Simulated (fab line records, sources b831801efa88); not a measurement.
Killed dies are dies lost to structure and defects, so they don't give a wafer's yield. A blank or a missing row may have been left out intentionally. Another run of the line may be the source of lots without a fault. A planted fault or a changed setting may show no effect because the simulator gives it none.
Comparing a struck lot with a sound one + flow sky130 + 16 steps out of a route of 708
Sound: wafers L136.1, L136.3, L136.5. The struck wafers were L154.1, L154.4, L154.6. The cause is given at the end.
Each step with rows lists, per side, the tool, then ch with its chambers, then its first start. Under that, the readings that differ: sound wafers + struck wafers + difference of the means + sigmas: that difference in standard deviations of wafers without a fault.
alike: same words and numbers on both sides, and readings whose means sit less than 2 such deviations apart. not compared: any withheld reading, any reading some wafer has no value for, any bound like >300 that may hide the same value, and any number with overlapping values for which the record gives no deviation.
The two part at a step that has a row with sigmas, a row that says differs or no value, or rows on one side only. Non-overlapping numbers with no deviation appear without sigmas and do not part them. A reading that every wafer of one side lacks parts them only if that side has two wafers or more.

first, 5 steps without rows for these wafers: SKY_SONOS_TUNNEL_COAT_02 (resist thk 1140 nm); SKY_SONOS_TUNNEL_SOFTBAKE_03 (time 60 s); SKY_SONOS_TUNNEL_EXPOSE_04 (exposes mask TUNM, target cd 410 nm); SKY_SONOS_TUNNEL_PEB_05; SKY_SONOS_TUNNEL_DEVELOP_06 (develop time 60 s).
SKY_SONOS_TUNNEL_CD_MEAS_07: the cd target is 410 nm.
  sound on cd sem-02, day 11 23:29; struck on cd sem-02, day 17 16:38
  alike: cd nm
SKY_SONOS_TUNNEL_OVL_MEAS_08:
  sound on overlay-01, day 11 23:36; struck on overlay-01, day 17 16:46
  alike: SONOS_TUNNEL_OVL
then, 3 steps without rows for these wafers: SKY_SONOS_TUNNEL_IMPLANT_09; SKY_SONOS_TUNNEL_WET_ETCH_10 (etches SiO2 in dHF, target depth 14 nm, time 280 s); SKY_SONOS_TUNNEL_STRIP_11 (strips in SPM, time 600 s).
SKY_SONOS_TUNNEL_TW_MEAS_12:
  sound on film metro-01, day 12 00:03; struck on film metro-03, day 17 17:13
  alike: SONOS_TUNNEL_TW
then, 1 step without rows for these wafers: SKY_SONOS_TUNNEL_CLEAN_13 (cleans in dHF, time 20 s).
SKY_SONOS_ONO_OXIDATION_00: stabilise 600 s, purge 300 s, target thk 2.6 nm.
  sound on furnace-01 ch 0, day 12 00:25; struck on furnace-01 ch 0, day 17 18:22
| reading                                          | sound             | struck             | difference | sigmas      |
|--------------------------------------------------|-------------------|--------------------|------------|-------------|
| spike tc bottom C (C)                            | 814.8 814.0 815.7 | 800.8 798.6 799.3  | -15.3      | -6          |
| spike tc centre C (C)                            | 799.9 800.3 801.6 | 784.6 783.4 784.0  | -16.6      | -19         |
| spike tc lower C (C)                             | 802.4 802.4 802.5 | 784.7 783.7 783.0  | -18.6      | -17         |
| spike tc top C (C)                               | 813.1 813.8 812.9 | 797.5 796.5 796.0  | -16.6      | -6          |
| spike tc upper C (C)                             | 798.6 798.3 801.8 | 782.6 782.9 782.9  | -16.8      | -14         |
| tube center temp C (C)                           | 800 799.85 799.91 | 783.3 783.2 783.22 | -16.7      | -99 or more |
| tube_center_temp_C_max                           | 802.8 802.4 802.4 | 785.5 785.0 785.1  | -17.3      | -53         |
| zone power bottom pct (%)                        | 21.6 21.6 21.2    | 20.5 20.5 20.2     | -1.1       | -3          |
| model.SiO2_of_SONOS_ONO_OXIDATION_00.thk nm (nm) | 2.597 2.645 2.585 | 2.079 2.029 2.079  | -0.547     |             |
  alike: zone power centre pct
SKY_SONOS_ONO_THK_MEAS_01:
  sound on film metro-03, day 12 01:46; struck on film metro-02, day 17 19:43
| reading                      | sound          | struck         | difference | sigmas |
|------------------------------|----------------|----------------|------------|--------|
| SONOS_ONO_OXIDATION_THK (nm) | 2.62 2.61 2.56 | 2.05 2.00 2.11 | -0.54      | -10    |
then, 1 step without rows for these wafers: SKY_SONOS_ONO_CVD_02 (deposits Si3N4 from DCS/NH3, target thk 10.5 nm, time 180 s).
-- record jumps: 32 days separate the struck wafers' starts on either side; left off in module SONOS_ONO, taken up again in module PAD_OPEN, whose first shown step is the route's number 708 --
SKY_PAD_OPEN_PROBE_99:
  sound on prober-02, day 46 03:30; struck on prober-02, day 50 05:33
| reading                               | sound                   | struck                  | difference | sigmas |
|---------------------------------------|-------------------------|-------------------------|------------|--------|
| model.etest.sonos erased.drive ua um  | 199.7 163.8 182.9       | 228.5 258.3 237.6       | +59.3      |        |
| model.etest.cap ono.gate log10 a cm2  | -7.86 -7.998 -7.846     | -7.336 -7.329 -7.403    | +0.545     |        |
| model.etest.cap ono.gate bv v (V)     | 16.86 16.28 16.43       | 16.13 15.83 15.78       | -0.61      |        |
| model.etest.cap ono.tox acc nm (nm)   | 12.88 12.87 12.81       | 12.48 12.39 12.52       | -0.39      |        |
| model.etest.sonos erased.vt v (V)     | -2.287 -2.217 -2.308    | -2.545 -2.596 -2.541    | -0.290     |        |
| model.etest.sonos baked.vt less v (V) | -0.5368 -0.5391 -0.5303 | -0.7065 -0.7103 -0.6516 | -0.1541    |        |
  alike: killed_at_M0_to_M3, killed_at_M4_up, killed at contacts, killed at front end, killed at other, killed dies, killed open, killed short
  not compared: model.etest.sonos uncharged.r on ohm um, model.etest.sonos programmed.vt v

WHERE THEY PART
At SKY_SONOS_ONO_OXIDATION_00 first; at SKY_SONOS_ONO_THK_MEAS_01 last (within this record only). Later steps at which nothing parts them and some readings are alike: SKY_PAD_OPEN_PROBE_99.

WHY: what had been put in by the simulator
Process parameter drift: furnace-01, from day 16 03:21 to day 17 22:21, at SKY_SONOS_ONO_OXIDATION_00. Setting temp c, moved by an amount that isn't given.
